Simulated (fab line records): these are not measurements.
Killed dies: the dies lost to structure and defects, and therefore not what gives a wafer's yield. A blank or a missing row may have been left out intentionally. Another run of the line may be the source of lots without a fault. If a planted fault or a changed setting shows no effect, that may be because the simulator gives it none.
Which of the tools did it? / flow sfq_line / 21 wafers from 7 lots sampled at 3 of the route's 325 steps

## WHAT THE GAUGES SHOWED, per wafer
SFQ_M2_RS_MEAS_914: the measuring method here is four-point-probe.
lot=L510; measured=day 18 20:49; on=film_metro-01; M2_NB_RS (ohm/sq)=0.904 0.898 0.896
lot=L512; measured=day 19 11:56; on=film_metro-01; M2_NB_RS (ohm/sq)=0.903 0.876 0.880
lot=L514; measured=day 20 09:33; on=film_metro-02; M2_NB_RS (ohm/sq)=0.905 0.882 0.882
lot=L519; measured=day 21 10:45; on=film_metro-02; M2_NB_RS (ohm/sq)=0.691 0.887 0.686
lot=L525; measured=day 23 21:49; on=film_metro-02; M2_NB_RS (ohm/sq)=0.897 0.904 0.914
lot=L527; measured=day 24 12:00; on=film_metro-02; M2_NB_RS (ohm/sq)=0.899 0.906 0.898
lot=L529; measured=day 25 01:14; on=film_metro-03; M2_NB_RS (ohm/sq)=0.914 0.915 0.908

## WHICH TOOL RAN EACH LOT (tool, then ch and the chambers of the sampled wafers, then the start)
lot=L510; SFQ_TRILAYER_M1_STRIP_STRIP_043=rie_metal-03 ch 0,1, day 14 22:08; SFQ_TRILAYER_M2_DEP_SPUTTER_055=pvd_sputter-04, day 18 20:41
lot=L512; SFQ_TRILAYER_M1_STRIP_STRIP_043=rie_metal-03 ch 0,1, day 15 10:48; SFQ_TRILAYER_M2_DEP_SPUTTER_055=pvd_sputter-05, day 19 11:50
lot=L514; SFQ_TRILAYER_M1_STRIP_STRIP_043=rie_metal-04 ch 0,1, day 16 06:00; SFQ_TRILAYER_M2_DEP_SPUTTER_055=pvd_sputter-05, day 20 09:26
lot=L519; SFQ_TRILAYER_M1_STRIP_STRIP_043=rie_metal-03 ch 0,1, day 17 09:09; SFQ_TRILAYER_M2_DEP_SPUTTER_055=pvd_sputter-03, day 21 10:38
lot=L525; SFQ_TRILAYER_M1_STRIP_STRIP_043=rie_metal-03 ch 0, day 19 15:09; SFQ_TRILAYER_M2_DEP_SPUTTER_055=pvd_sputter-04, day 23 21:43
lot=L527; SFQ_TRILAYER_M1_STRIP_STRIP_043=rie_metal-01 ch 0,1, day 20 03:09; SFQ_TRILAYER_M2_DEP_SPUTTER_055=pvd_sputter-03, day 24 11:55
lot=L529; SFQ_TRILAYER_M1_STRIP_STRIP_043=rie_metal-04 ch 0,1, day 20 20:27; SFQ_TRILAYER_M2_DEP_SPUTTER_055=pvd_sputter-03, day 25 01:07
- SFQ_TRILAYER_M1_STRIP_STRIP_043: strips in O2.
- SFQ_TRILAYER_M2_DEP_SPUTTER_055: material Nb, target thk 200 nm, time 133.3 s.

## THE ANSWER, worked out from the rows above alone
Rule: what is usual is taken from the lots themselves. The widest of any qualifying gaps counts: lots, ordered by their means at a reading, are off when they make up no more than a third of the lots, leave a main group of 4 or more, and stand apart from it by 3 or more times the standard deviation of that group's means. A main group is skipped when, at the precision printed for the reading in the tables above, its means are all equal. A lot without any number at a reading at which 4 lots or more have one is off too. Where the step has rows for the other lots, those lots are counted as sound.
Off: L519, at SFQ_M2_RS_MEAS_914 (M2_NB_RS). For the main group the mean is 0.899 ohm/sq and the standard deviation 0.0088.
A tool fits if, at a process step before that reading, it ran every lot that is off, and no sound lot after the first of them. Gauges at SFQ_M2_RS_MEAS_914: tried the same way as those tools. No candidate that was tried fits.

## WHAT THE SIMULATOR HAD INSERTED
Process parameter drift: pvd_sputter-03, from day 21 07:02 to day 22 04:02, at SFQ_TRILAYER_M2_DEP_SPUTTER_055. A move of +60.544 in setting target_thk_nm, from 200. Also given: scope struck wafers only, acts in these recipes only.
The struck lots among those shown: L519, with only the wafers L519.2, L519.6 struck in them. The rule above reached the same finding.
